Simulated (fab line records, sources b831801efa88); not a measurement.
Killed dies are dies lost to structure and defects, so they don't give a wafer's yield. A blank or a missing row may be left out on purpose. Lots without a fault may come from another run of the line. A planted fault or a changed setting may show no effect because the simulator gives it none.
Chamber matching | flow gf180mcu | GF_CONTACT_ETCH_16 on rie_diel-01: 4 sister chambers
The step etches BARC in N2/H2. 7 wafers are shown with their chamber, then 7 later ones without.

WAFERS WITH THEIR CHAMBER
wafer  | chamber | drypump_motor_current_A (A) | throttle_valve_pct (%)
L434.3 | 0       | 6.3                         | 13.239
L433.4 | 2       | 6.0                         | 13.228
L440.3 | 2       | 6.0                         | 13.220
L443.2 | 3       | 5.5                         | 13.237
L443.5 | 1       | 6.8                         | 13.222
L444.2 | 3       | 5.6                         | 13.215
L444.3 | 1       | 6.8                         | 13.223

WAFERS WITHOUT THEIR CHAMBER
wafer  | drypump_motor_current_A (A) | throttle_valve_pct (%)
L444.6 | 6.8                         | 13.212
L452.1 | 6.2                         | 13.233
L452.2 | 5.5                         | 13.228
L452.6 | 5.5                         | 13.239
L454.1 | 6.0                         | 13.233
L454.2 | 5.5                         | 13.223
L454.3 | 6.8                         | 13.225

WHICH CHAMBER EACH WENT THROUGH
wafer  | from the rows above | in truth
L444.6 | 1                   | 1
L452.1 | 0                   | 0
L452.2 | 3                   | 3
L452.6 | 3                   | 3
L454.1 | 2                   | 2
L454.2 | 3                   | 3
L454.3 | 1                   | 1
Placed correctly: 7 of 7. Can't be placed from these rows: 0. Placed wrongly: 0.
How it was worked out, from the rows above alone: a wafer's distance from a chamber is the root of the sum, over the readings, of the square of ((its reading less the chamber's mean) divided by the reading's scatter). The wafer belongs to the nearest chamber; if the next one is less than 2 further off, it can't be placed. A chamber's mean is the mean of its shown wafers. The scatter: the root of (the sum of the squares of (reading less its chamber's mean) over the shown wafers, divided by (wafers less chambers)).
